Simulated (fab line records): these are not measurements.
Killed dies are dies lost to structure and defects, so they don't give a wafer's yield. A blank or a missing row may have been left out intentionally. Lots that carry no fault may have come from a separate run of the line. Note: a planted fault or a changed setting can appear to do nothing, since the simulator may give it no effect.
A single fault, viewed from 2 desks    flow gf180mcu    what lay behind the numbers comes last; until then each desk has only its own

== THE METROLOGY DESK ==
Lot by lot, what the gauges showed, no matter which tool ran the lot: averages of those sampled wafers that carry a number. If a lot's mean is further than 4 standard deviations from the usual mean, the lot is out of limits and carries the mark OUT (the distance appears in the brackets).
Columns: A = MIM_CVD_05_THK at GF_MIM_THK_MEAS_06, usual 40.3 nm; B = M5_OVL at GF_M5_OVL_MEAS_08, usual -1 nm
lot   first seen here  A     B
L757  day 24 11:15     40.3  -2
L759  day 25 03:51     40.2  1
L761  day 25 21:03     40.7  1
L762  day 26 03:07     40.1  -3
L763  day 26 09:06     40.0  -5
L764  day 27 01:59     39.9  -2
L765  day 27 07:06     39.9  2
L767  day 27 23:39     40.7  1
L768  day 28 01:57     39.7  -14
L769  day 28 18:35     41.0  -7
L774  day 30 00:55     40.2  1
L776  day 30 10:27     40.1  -0
L777  day 30 14:22     40.4  -3
L779  day 31 08:17     40.5  5
Result from this desk: across the 14 lots, nothing is out of limits.

== DESK OF THE TOOL OWNER: pecvd-03 ==
The tool's own readings at GF_V5_CVD_02 (deposits SiO2 from TEOS, target thk 1450 nm, time 163.28 s): means of the sampled wafers that have a number, for each lot that ran on this tool. If a lot's mean is further than 4 standard deviations from the usual mean, the lot is out of limits and carries the mark OUT (the distance appears in the brackets).
Columns: A = heater-power-w at GF_V5_CVD_02, usual 672 W; B = rf-fwd-power-W at GF_V5_CVD_02, usual 597.3 W
lot   first seen here  A    B
L757  day 26 07:08     674  596.9
L762  day 27 22:28     647  598.3
L764  day 28 18:27     645  599.3
L765  day 28 23:46     646  595.9
L769  day 30 09:09     639  599.6
L776  day 31 22:22     645  500.7 (-48) OUT
L777  day 32 03:16     639  501.3 (-48) OUT
This desk finds L776, L777 out of limits, L776 being first, at day 31 22:22 (rf-fwd-power-W at GF_V5_CVD_02). L757, L762, L764, L765, L769: within limits.

== TAKEN TOGETHER ==
The tool owner's desk could have raised an alarm at day 31 22:22, on L776, L777.
From the metrology desk's view, nothing was out of limits.
The metrology desk has L776, L777 on record, within its limits.
GF_V5_CVD_02 was run on pecvd-03 by each of the lots named.

== WHAT THE SIMULATOR HAD PUT IN ==
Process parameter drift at GF_V5_CVD_02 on pecvd-03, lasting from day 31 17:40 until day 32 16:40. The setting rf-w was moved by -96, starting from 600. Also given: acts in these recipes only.
Lots struck among those shown: L776, L777.
How many hours passed from the start of the fault until each desk's first out-of-limits reading: the tool owner's desk, 5.
